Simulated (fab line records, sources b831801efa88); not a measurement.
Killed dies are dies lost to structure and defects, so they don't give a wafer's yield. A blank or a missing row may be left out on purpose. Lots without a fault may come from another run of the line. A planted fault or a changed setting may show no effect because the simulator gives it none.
Which tool did it? | flow gf180mcu | 13 lots, 39 wafers sampled, at 5 steps of a route of 602

WHAT THE GAUGES READ, wafer by wafer
GF_V4_THK_MEAS_01. Usual: V4_CVD_00_THK 602 nm, standard deviation 6.7.
lot  | measured     | on            | V4_CVD_00_THK (nm) | flag
L417 | day 23 15:37 | film_metro-03 | 591 597 586        |
L418 | day 23 21:07 | film_metro-02 | 613 596 601        |
L420 | day 24 10:41 | film_metro-03 | 599 602 607        |
L421 | day 24 22:02 | film_metro-04 | 608 597 601        |
L423 | day 25 10:28 | film_metro-04 | 600 610 607        |
L424 | day 26 00:14 | film_metro-04 | 609 606 594        |
L426 | day 26 13:07 | film_metro-03 | 598 609 604        |
L428 | day 27 09:10 | film_metro-02 | 604 606 606        |
L429 | day 27 16:28 | film_metro-04 | 596 593 601        |
L431 | day 28 06:11 | film_metro-02 | 599 589 598        |
L433 | day 28 17:16 | film_metro-03 | 616 590 602        |
L438 | day 30 05:17 | film_metro-04 | 598 601 604        |
L440 | day 30 22:43 | film_metro-02 | 594 605 604        |

GF_MIM_THK_MEAS_06. Usual: MIM_CVD_05_THK 42.0 nm, standard deviation 0.52.
lot  | measured     | on            | MIM_CVD_05_THK (nm) | flag
L417 | day 24 16:10 | film_metro-04 | 41.3 41.4 42.5      |
L418 | day 24 22:29 | film_metro-01 | 42.8 41.9 42.3      |
L420 | day 25 10:29 | film_metro-02 | 41.5 41.7 42.3      |
L421 | day 25 21:56 | film_metro-01 | 42.1 41.6 42.5      |
L423 | day 26 10:19 | film_metro-01 | 41.2 41.4 41.8      |
L424 | day 26 23:37 | film_metro-04 | 42.0 42.3 42.1      |
L426 | day 27 12:29 | film_metro-04 | 41.6 41.9 42.3      |
L428 | day 28 07:22 | film_metro-01 | 42.2 42.6 42.6      |
L429 | day 28 14:23 | film_metro-01 | 41.6 41.4 40.9      |
L431 | day 29 03:35 | film_metro-04 | 42.1 42.2 43.0      |
L433 | day 29 14:43 | film_metro-02 | 41.2 41.3 42.4      |
L438 | day 31 01:43 | film_metro-04 | 41.6 42.2 63.2      | OFF
L440 | day 31 18:33 | film_metro-01 | 41.1 40.9 42.5      |

GF_M5_OVL_MEAS_08. Usual: M5_OVL -4 nm, standard deviation 4.9.
lot  | measured     | on         | M5_OVL (nm) | flag
L417 | day 26 11:02 | overlay-02 | -4 -4 2     |
L418 | day 26 17:49 | overlay-01 | -7 -4 -5    |
L420 | day 27 05:44 | overlay-02 | -6 -9 -15   |
L421 | day 27 16:40 | overlay-01 | 1 -3 2      |
L423 | day 28 03:34 | overlay-01 | 2 -7 5      |
L424 | day 28 15:53 | overlay-01 | 2 4 1       |
L426 | day 29 04:19 | overlay-01 | -2 -1 2     |
L428 | day 29 21:05 | overlay-02 | -10 -5 -4   |
L429 | day 30 04:07 | overlay-02 | -4 -11 -7   |
L431 | day 30 18:13 | overlay-02 | -9 -13 -6   |
L433 | day 31 03:44 | overlay-01 | -4 -5 -14   |
L438 | day 32 12:41 | overlay-02 | -7 9 3      |
L440 | day 33 02:56 | overlay-02 | -7 -7 -3    |

WHICH TOOL RAN EACH LOT (tool, then ch and the chambers of the sampled wafers, then the start)
lot  | GF_V4_ETCH_17                                 | GF_MIM_CVD_05
L417 | rie_diel-04 ch 0,1,2, day 24 16:08 or earlier | pecvd-04 ch 0,2, day 24 16:08
L418 | rie_diel-03 ch 0,1,2, day 24 22:27 or earlier | pecvd-02 ch 0,1,2, day 24 22:27
L420 | rie_diel-01 ch 1,2, day 25 10:26 or earlier   | pecvd-04 ch 1,2, day 25 10:26
L421 | rie_diel-04 ch 1,3, day 25 21:54 or earlier   | pecvd-04 ch 1,2, day 25 21:54
L423 | rie_diel-03 ch 0,1,2, day 26 10:16 or earlier | pecvd-03 ch 0,2, day 26 10:16
L424 | rie_diel-04 ch 1,2,3, day 26 23:34 or earlier | pecvd-02 ch 0,1,2, day 26 23:34
L426 | rie_diel-03 ch 0,1,2, day 27 12:26 or earlier | pecvd-04 ch 0,1,2, day 27 12:26
L428 | rie_diel-01 ch 0,2,3, day 28 07:20 or earlier | pecvd-02 ch 0,1,2, day 28 07:20
L429 | rie_diel-03 ch 1,2,3, day 28 14:21 or earlier | pecvd-04 ch 0,1,2, day 28 14:21
L431 | rie_diel-04 ch 0,2, day 29 03:32 or earlier   | pecvd-02 ch 1,2, day 29 03:32
L433 | rie_diel-01 ch 0,1,3, day 29 14:41 or earlier | pecvd-03 ch 0,1, day 29 14:41
L438 | rie_diel-04 ch 0,1,3, day 31 01:39 or earlier | pecvd-02 ch 0,1,2, day 31 01:39
L440 | rie_diel-03 ch 0,1,3, day 31 18:31 or earlier | pecvd-03 ch 0,1, day 31 18:31
- GF_V4_ETCH_17: etches SiO2 in C4F8/O2/Ar, stops on TiN, target depth 630 nm.
- GF_MIM_CVD_05: deposits Si3N4, target thk 42 nm, time 29.086 s.

WHAT THE TOOLS THEMSELVES READ (means of the sampled wafers that have a number; where no wafer has one, the mark that the record gives instead)
GF_V4_ETCH_17. Usual: oes_product_au 0.856 a.u., standard deviation 0.0053.
lot  | tool        | oes_product_au (a.u.) | flag
L417 | rie_diel-04 | 0.856                 |
L418 | rie_diel-03 | 0.854                 |
L420 | rie_diel-01 | 0.856                 |
L421 | rie_diel-04 | 0.860                 |
L423 | rie_diel-03 | 0.860                 |
L424 | rie_diel-04 | 0.855                 |
L426 | rie_diel-03 | 0.858                 |
L428 | rie_diel-01 | 0.858                 |
L429 | rie_diel-03 | 0.857                 |
L431 | rie_diel-04 | 0.852                 |
L433 | rie_diel-01 | 0.861                 |
L438 | rie_diel-04 | 0.855                 |
L440 | rie_diel-03 | 0.860                 |

GF_MIM_CVD_05. Usual: heater_power_w 606 W, standard deviation 59.
lot  | tool     | heater_power_w (W) | flag
L417 | pecvd-04 | 562                |
L418 | pecvd-02 | 652                |
L420 | pecvd-04 | 627                |
L421 | pecvd-04 | 524                |
L423 | pecvd-03 | 624                |
L424 | pecvd-02 | 648                |
L426 | pecvd-04 | 578                |
L428 | pecvd-02 | 637                |
L429 | pecvd-04 | 556                |
L431 | pecvd-02 | 625                |
L433 | pecvd-03 | 609                |
L438 | pecvd-02 | 645                |
L440 | pecvd-03 | 635                |

THE ANSWER, worked out from the rows above alone
Rule: a lot is off if the mean of its wafers that have a number lies more than 3 standard deviations from the usual mean. A lot without any number at a reading at which 4 lots or more have one is off too. The other lots that the step has rows for count as sound. The gauges are gone through in route order, then the tools' own readings, and for those a lot's mean is taken as printed above. The first step at which some lot is off is used, and at that step the reading that is off furthest; a lot without a number counts as furthest.
Off: L438, at GF_MIM_THK_MEAS_06 (MIM_CVD_05_THK).
A tool fits if, at a process step before that reading, it ran every lot that is off, and no sound lot after the first of them. The gauges at GF_MIM_THK_MEAS_06 are tried like those tools. GF_V4_ETCH_17 gives no start for some lots, so the hours and the order of its lots are those of GF_MIM_CVD_05. Can't be told from this: 3 tools fit, rie_diel-04 at GF_V4_ETCH_17, pecvd-02 at GF_MIM_CVD_05, film_metro-04 at GF_MIM_THK_MEAS_06.

WHAT THE SIMULATOR HAD PUT IN
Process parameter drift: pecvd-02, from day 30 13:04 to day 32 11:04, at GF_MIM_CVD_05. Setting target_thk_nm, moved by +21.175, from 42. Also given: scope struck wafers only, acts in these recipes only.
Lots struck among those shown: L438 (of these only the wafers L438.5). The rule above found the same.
